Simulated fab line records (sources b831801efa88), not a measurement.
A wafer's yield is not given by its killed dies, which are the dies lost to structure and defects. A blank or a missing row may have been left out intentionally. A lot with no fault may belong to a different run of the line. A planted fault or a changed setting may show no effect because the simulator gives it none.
Lot-split experiment	flow sfq-line	5 lots, 23 wafers read, on a route of 325 steps

== THE SPLIT ITSELF ==
At SFQ_TRILAYER_L0_LITHO_PEB_008 (peb time 60 s), the setting peb-time-s was moved away from the recipe's 60 s on 8 of the 23 wafers read, by -13.4% to +7.8%. The other wafers ran this setting at the recipe's value.

== FROM THE SPLIT ON TO THE READING: in between, the file shows 1 step ==
- SFQ_TRILAYER_L0_LITHO_DEVELOP_007: time 60 s

== THE READING ==
L0.cd-nm (the simulator's own value, which no gauge read), in nm, at SFQ_TRILAYER_L0_BARC_OPEN_METAL_ETCH_010 (etches BARC in O2, target depth 125 nm, time 41.7 s). There is no usual value for it anywhere in the file. Average 2000 nm, standard deviation 1.2 nm, over the 15 wafers here run with the recipe.

wafer	tool, chamber at the split	peb-time-s as run, s	against the recipe	L0.cd-nm, nm	against lot-mates on the recipe
L075.1	litho-track-02, 0	60	recipe	2000	-
L075.2	litho-track-02, 0	60	recipe	2000	-
L075.3	litho-track-02, 0	60	recipe	2000	-
L075.5	litho-track-02, 0	60	recipe	2000	-
L075.6	litho-track-02, 0	60	recipe	2000	-
L077.1	litho-track-04, 0	60	recipe	1998	-
L077.3	litho-track-04, 0	64.55	+7.6%	1987	-12
L077.4	litho-track-04, 0	64.55	+7.6%	1988	-10
L077.5	litho-track-04, 0	64.55	+7.6%	1986	-12
L077.6	litho-track-04, 0	60	recipe	1999	-
L078.1	litho-track-03, 0	60	recipe	2002	-
L078.5	litho-track-03, 0	60	recipe	2002	-
L078.6	litho-track-03, 0	60	recipe	2002	-
L079.2	litho-track-04, 0	60	recipe	1999	-
L079.4	litho-track-04, 0	60	recipe	1999	-
L079.3	litho-track-04, 0	64.67	+7.8%	1987	-12
L079.5	litho-track-04, 0	64.67	+7.8%	1987	-12
L079.6	litho-track-04, 0	64.67	+7.8%	1989	-10
L080.1	litho-track-04, 0	51.98	-13.4%	2020	+21
L080.2	litho-track-04, 0	60	recipe	1999	-
L080.3	litho-track-04, 0	60	recipe	1999	-
L080.4	litho-track-04, 0	60	recipe	2000	-
L080.5	litho-track-04, 0	51.98	-13.4%	2021	+22

FIT RESULTS
A straight line over all 23 wafers: L0.cd-nm changes by -1.58 nm for each +1% of peb-time-s; r = -0.99; the points scatter about the line by 1.2 nm.
The same after taking each lot's own level away (the mean of its wafers on the recipe; 23 wafers): -1.54 nm for each +1%; r = -1.00; scatter 0.61 nm.
On that fit, the largest move of peb-time-s shifts the reading by 21 nm.
Across the lots, their own levels run from 1998.5 to 2002.0 nm, a range of 3.0 times the standard deviation given above.
So the lot-to-lot level changes the slope little: the two slopes agree.
Check: +20.8 nm against its lot-mates is what the line predicts for one of the wafers moved furthest among these (-13.4%) when that wafer is left out of the fit. Against them it came out at +20.7 nm.

== OTHER SPLITS ON THESE WAFERS ==
Before the reading, these wafers also passed through other splits. Each is held against what the fit with the lots' levels taken away leaves over:
other split on the same wafers	wafers away from the commonest value	r with L0.cd-nm (lot level and that fit taken away)
SFQ_TRILAYER_L0_LITHO_COAT_005 spin-rpm	7	-0.06

== FILE'S OWN FIT ==
L0.cd-nm changes by -1.57 nm for each +1% of peb-time-s, r = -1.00.
